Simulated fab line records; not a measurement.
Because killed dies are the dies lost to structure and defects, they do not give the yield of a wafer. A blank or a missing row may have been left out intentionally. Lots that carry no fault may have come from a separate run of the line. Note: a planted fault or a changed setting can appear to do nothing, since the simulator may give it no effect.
Which tool is to blame?	flow sky130	6 lots, 18 wafers sampled, at 2 steps of a route of 708

WHAT EACH GAUGE READ, for each wafer
SKY_SONOS_ONO_THK_MEAS_01.
lot	measured	on	SONOS_ONO_OXIDATION_THK (nm)
L315	day 12 19:13	film metro-04	2.62 2.52 2.55
L318	day 13 23:58	film metro-04	2.89 2.95 2.89
L323	day 15 22:53	film metro-03	2.57 2.58 2.57
L327	day 16 15:58	film metro-03	2.64 2.60 2.56
L330	day 17 06:48	film metro-01	2.62 2.62 2.68
L333	day 18 12:04	film metro-01	2.68 2.64 2.73

WHICH TOOL RAN EACH LOT (tool, then ch and the chambers of the sampled wafers, then the start)
lot	SKY_SONOS_ONO_OXIDATION_00
L315	furnace-02 ch 0, day 12 17:52
L318	furnace-01 ch 0, day 13 22:35
L323	furnace-02 ch 0, day 15 21:31
L327	furnace-02 ch 0, day 16 14:37
L330	furnace-02 ch 0, day 17 05:28
L333	furnace-02 ch 0, day 18 10:43
- SKY_SONOS_ONO_OXIDATION_00: stabilise 600 s, purge 300 s, target thk 2.6 nm.

THE ANSWER, worked out from the rows above alone
Rule: usual is defined by the lots themselves. Put in order of their means at a reading, lots are off if they are a third of the lots or fewer, leave a main group of 4 or more, and stand apart from it by a gap of 3 or more times the standard deviation of the main group's means; of several such gaps the widest counts. A main group whose means are all the same, to the digits that the tables above print for the reading, isn't used. A lot without any number at a reading at which 4 lots or more have one is off too. The other lots that the step has rows for count as sound.
Off: L318, at SKY_SONOS_ONO_THK_MEAS_01 (SONOS_ONO_OXIDATION_THK). The main group: mean 2.61 nm, standard deviation 0.044.
A tool fits if, at a process step before that reading, it ran every lot that is off, and no sound lot after the first of them. Gauges at SKY_SONOS_ONO_THK_MEAS_01: tried the same way as those tools. Can't be told from this: 2 tools fit, furnace-01 at SKY_SONOS_ONO_OXIDATION_00, film metro-04 at SKY_SONOS_ONO_THK_MEAS_01.

WHAT THE SIMULATOR HAD INSERTED
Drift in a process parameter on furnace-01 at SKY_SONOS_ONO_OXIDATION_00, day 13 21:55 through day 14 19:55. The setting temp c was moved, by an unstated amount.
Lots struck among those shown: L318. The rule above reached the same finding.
